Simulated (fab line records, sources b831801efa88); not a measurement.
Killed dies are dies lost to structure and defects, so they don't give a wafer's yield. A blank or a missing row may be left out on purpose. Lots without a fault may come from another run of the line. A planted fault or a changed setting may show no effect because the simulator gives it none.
Problem report in the 8D (eight disciplines) form, filled by code | flow sky130 | the parts of the form that need people (team, actions taken, sign-off) are left out

1. THE PROBLEM
SD_N_RS at SKY_SD_N_RS_MEAS_16 reads a mean of 67.73 ohm/sq on 6 wafers of 2 lots; wafers without a fault read 68.55 ohm/sq with a standard deviation of 0.11. That is -7.5 standard deviations from the usual mean.
The step: measures by four-point-probe.
First seen on wafer L706.1, day 32 12:55, on film_metro-01. The record holds 33 wafers of 11 lots with a number at this step. Rule for "out", or "out of limits": more than 4 standard deviations from the usual mean. The other wafers with a number count as sound.

2. WHAT IT IS AND WHAT IT IS NOT
question                    | is                           | is not
which readings at this step | SD_N_RS                      | -
which lots                  | L706, L711                   | L693, L695, L697, L698, L699, L700, L704, L712, L715
which wafers of those lots  | all that have a number       | -
read on which gauges        | film_metro-01, film_metro-04 | film_metro-03
when                        | from day 32 12:55            | up to then (21 sound wafers); but 6 sound wafers of L712, L715 came after

3. SUSPECTS, AND WHAT RULES EACH OUT
Counting: a tool at a process step up to the reading stays a suspect if it ran every lot that is out and no sound lot after the first of them.
- the gauge at SKY_SD_N_RS_MEAS_16: ruled out. The wafers that are out were read on 2 gauges (film_metro-01, film_metro-04).
- implanter-04 at SKY_SD_N_IMPLANT_09: kept. It ran every lot that is out, first L706 (day 32 12:14), and no sound lot after that; its last sound lot up to then is L704 (day 31 00:50). Its own readings are out on those wafers: end_station_pressure_torr.
Left after counting: implanter-04 at SKY_SD_N_IMPLANT_09.

4. THE CAUSE (what the simulator had put in)
Process parameter drift: implanter-04, from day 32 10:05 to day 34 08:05, at SKY_SD_N_IMPLANT_09. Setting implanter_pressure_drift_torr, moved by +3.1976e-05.
Process parameter drift: implanter-04, from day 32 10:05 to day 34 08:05, at SKY_SD_N_IMPLANT_09. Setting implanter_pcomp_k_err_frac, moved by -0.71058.
Counting left only this tool.

5. THE CHAIN OF EFFECTS, in route order
Each row: a reading whose mean over the struck wafers that have a number lies more than 3 standard deviations from the usual. Only readings for which the record gives a usual standard deviation are gone through. hours: the time from each lot's start at the first step in this table that gives one to its start at this step, as a median over the lots. sigmas: the change in usual standard deviations.
hours | step                | reading                   | usual         | on struck wafers | change    | sigmas
0     | SKY_SD_N_IMPLANT_09 | end_station_pressure_torr | 1.44e-05 Torr | 4.53e-05         | +3.09e-05 | +26
0     | SKY_SD_N_STRIP_11   | strip_time_to_endpoint_s  | 22.54 s       | 22.88            | +0.34     | +8.7
1     | SKY_SD_N_RS_MEAS_16 | SD_N_RS                   | 68.55 ohm/sq  | 67.73            | -0.82     | -7.5
The process steps in it:
- SKY_SD_N_IMPLANT_09
- SKY_SD_N_STRIP_11: strips in O2/N2.
Later measuring or inspecting steps at which every struck wafer that the step has a row for has a number for every such reading, and none has moved that far: SKY_LI_CONTACT_THK_MEAS_23.

6. WHAT WOULD HAVE CAUGHT IT SOONER
In this record the first reading out of limits at a measuring or inspecting step was taken at day 32 12:55, 3 hours after the fault began at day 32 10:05.
The tool's own readings at SKY_SD_N_IMPLANT_09 were out on every struck wafer that the step has a row for (end_station_pressure_torr): an alarm limit on them would have fired on the first of those.
Of the lots that are out (2), L711 began SKY_SD_N_IMPLANT_09 on implanter-04 after day 32 12:55. A hold on the tool at that time would have spared it.
